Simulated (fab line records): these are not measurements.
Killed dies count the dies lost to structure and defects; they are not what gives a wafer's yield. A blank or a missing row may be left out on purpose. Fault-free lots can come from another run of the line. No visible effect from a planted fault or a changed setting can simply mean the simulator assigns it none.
Matching of chambers + flow sky130 + 3 sister chambers for SKY_VIA3_ETCH_15 on rieDiel-04
The step etches SiO2 in C4F8/O2/Ar, stops on TiN, target depth 507 nm, time 78 s. 3 wafers are shown with their chamber, then 7 later ones without.

WAFERS WITH THEIR CHAMBER
| wafer  | chamber | oesProductAu (a.u.) |
|--------|---------|---------------------|
| L544.5 | 2       | 0.941               |
| L547.2 | 3       | 0.933               |
| L547.4 | 0       | 0.948               |

WAFERS MISSING THEIR CHAMBER
| wafer  | oesProductAu (a.u.) |
|--------|---------------------|
| L547.5 | 0.940               |
| L548.2 | 0.952               |
| L548.3 | 0.942               |
| L548.5 | 0.950               |
| L551.2 | 0.940               |
| L551.3 | 0.946               |
| L551.6 | 0.942               |

CHAMBER TAKEN BY EACH
| wafer  | from the rows above     | in truth                   |
|--------|-------------------------|----------------------------|
| L547.5 | 2                       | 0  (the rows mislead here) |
| L548.2 | 0                       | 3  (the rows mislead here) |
| L548.3 | 2                       | 2                          |
| L548.5 | 0                       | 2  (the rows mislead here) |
| L551.2 | 2                       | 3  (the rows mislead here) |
| L551.3 | can't be placed: 0 or 2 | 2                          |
| L551.6 | 2                       | 2                          |
Correctly placed: 2 of 7. Can't be placed from these rows: 1 (the true chamber is among the candidates in 1). Wrongly placed: 4.
How it was worked out, from the rows above alone: a wafer's distance from a chamber is the root of the sum, over the readings, of the square of ((its reading less the chamber's mean) divided by the reading's scatter). If the next closest chamber is less than 2 further off than the closest, the wafer can't be placed; otherwise it belongs to the closest. Each chamber's mean is taken over the wafers shown for it. The scatter: root of mean squared gap, hidden wafer to nearest shown wafer, with one shown wafer a chamber.
